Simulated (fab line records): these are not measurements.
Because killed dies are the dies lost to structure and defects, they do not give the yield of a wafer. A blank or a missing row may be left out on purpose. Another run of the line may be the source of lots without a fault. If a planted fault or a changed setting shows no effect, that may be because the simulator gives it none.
Code-filled problem report in 8D (eight disciplines) form :: flow gf180mcu :: the parts of the form that need people (team, actions taken, sign-off) are left out

== 1. THE PROBLEM ==
Wafers without a fault read 0.592 a.u. with a standard deviation of 0.0045, while oes product au at GF_PSD_STRIP_10 averages 0.767 a.u. across 3 wafers of 1 lot. Measured from the usual mean, that is +39 standard deviations.
The step: strips in O2/N2.
First seen on wafer L815.1, day 16 23:22, on plasma asher-03. The record holds 39 wafers of 13 lots with a number at this step. The rule behind "out" and "out of limits": a value lying over 4 standard deviations away from the usual mean. The other wafers with a number count as sound.

== 2. WHAT IT IS, AND WHAT IT ISN'T ==
question: which readings at this step
is: oes product au
is not: drypump motor current A, heater power w

question: which lots
is: L815
is not: L807, L808, L809, L811, L812, L823, L825, L826, L827, L828, L829, L830

question: which wafers of those lots
is: all that have a number
is not: -

question: read on which tools
is: plasma asher-03
is not: plasma asher-02, plasma asher-04

question: when
is: from day 16 23:22
is not: up to then (15 sound wafers); but 21 sound wafers of L823, L825, L826, L827, L828, L829, L830 came after

== 3. SUSPECTS, AND WHAT RULES EACH OUT ==
Counting: a tool stays on the suspect list if, at a process step up to the reading, it processed all lots that are out and no sound lot following the first of them.
- plasma asher-01 at GF_HV_LDD_STRIP_22 (strips in O2/N2): ruled out as a lasting fault. Following L815 (day 13 06:13), the first lot on it that is out, the sound lots L826, L829 were run on it.
- plasma asher-03 at GF_PSD_STRIP_10 (strips in O2/N2): ruled out as a lasting fault. Following L815 (day 16 23:22), the first lot on it that is out, the sound lots L823, L825, L826, L827, L829 were run on it.
Left after counting: nothing in the record.

== 4. THE CAUSE (what the simulator had put in) ==
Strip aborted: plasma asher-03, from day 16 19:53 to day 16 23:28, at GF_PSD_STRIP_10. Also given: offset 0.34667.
Counting ruled it out, wrongly.

== 5. THE EFFECT CHAIN, in route order ==
One row per reading whose mean, taken over the struck wafers that have a number, lies over 3 standard deviations from the usual. Only readings for which the record gives a usual standard deviation are gone through. hours: the time from each lot's start at the first step in this table that gives one to its start at this step, as a median over the lots. sigmas: the change in usual standard deviations.
hours: 0
step: GF_PSD_STRIP_10
reading: oes product au
usual: 0.592 a.u.
on struck wafers: 0.767
change: +0.175
sigmas: +39
Its process steps:
- GF_PSD_STRIP_10: strips in O2/N2.
Readings that are blank on the struck wafers while sound wafers have them: strip time to endpoint s at GF_PSD_STRIP_10.

== 6. HOW IT WOULD HAVE BEEN CAUGHT EARLIER ==
First out-of-limits reading in this record: day 16 23:22, which is 3 hours after fault onset at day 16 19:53.
